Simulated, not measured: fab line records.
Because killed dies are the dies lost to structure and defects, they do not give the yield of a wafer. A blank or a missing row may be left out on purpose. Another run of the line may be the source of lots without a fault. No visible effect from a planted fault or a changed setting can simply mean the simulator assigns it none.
The tool behind it: which one?	flow sky130	18 wafers from 6 lots sampled at 2 of the route's 708 steps

## WHAT THE GAUGES SHOWED, per wafer
SKY_SONOS_ONO_THK_MEAS_01.
lot	measured	on	SONOS_ONO_OXIDATION_THK (nm)
L587	day 12 13:59	film metro-02	2.53 2.58 2.54
L589	day 12 15:52	film metro-03	2.69 2.66 2.63
L590	day 12 20:20	film metro-02	2.75 2.67 2.73
L599	day 15 16:57	film metro-02	2.10 2.12 2.14 2.07 2.13 2.11
L605	day 17 20:25	film metro-02	2.54 2.58 2.51
L607	day 19 14:36	film metro-03	2.57 2.53 2.60

## TOOL THAT RAN EACH LOT (tool first, then ch and the chambers of the sampled wafers, then the start)
lot	SKY_SONOS_ONO_OXIDATION_00
L587	furnace-01 ch 0, day 12 12:38
L589	furnace-02 ch 0, day 12 14:32
L590	furnace-02 ch 0, day 12 18:59
L599	furnace-02 ch 0, day 15 15:35
L605	furnace-01 ch 0, day 17 19:04
L607	furnace-02 ch 0, day 19 13:16
- SKY_SONOS_ONO_OXIDATION_00: stabilise 600 s, purge 300 s, target thk 2.6 nm.

## THE ANSWER, worked out from the rows above alone
Rule: the lots themselves supply what counts as usual. The widest of any qualifying gaps counts: lots, ordered by their means at a reading, are off when they make up no more than a third of the lots, leave a main group of 4 or more, and stand apart from it by 3 or more times the standard deviation of that group's means. The tables above print the reading to a certain number of digits; a main group whose means all agree to those digits is not used. Also off: a lot with no number at a reading for which 4 or more lots have one. Where the step has rows for the other lots, those lots are counted as sound.
Off: L599, at SKY_SONOS_ONO_THK_MEAS_01 (SONOS_ONO_OXIDATION_THK). The main group: mean 2.61 nm, standard deviation 0.069.
If a tool, at a process step before that reading, ran all the lots that are off and no sound lot after the first of them, it fits. Gauges at SKY_SONOS_ONO_THK_MEAS_01: tried the same way as those tools. Of those tried, none fits.

## WHAT HAD BEEN PUT IN BY THE SIMULATOR
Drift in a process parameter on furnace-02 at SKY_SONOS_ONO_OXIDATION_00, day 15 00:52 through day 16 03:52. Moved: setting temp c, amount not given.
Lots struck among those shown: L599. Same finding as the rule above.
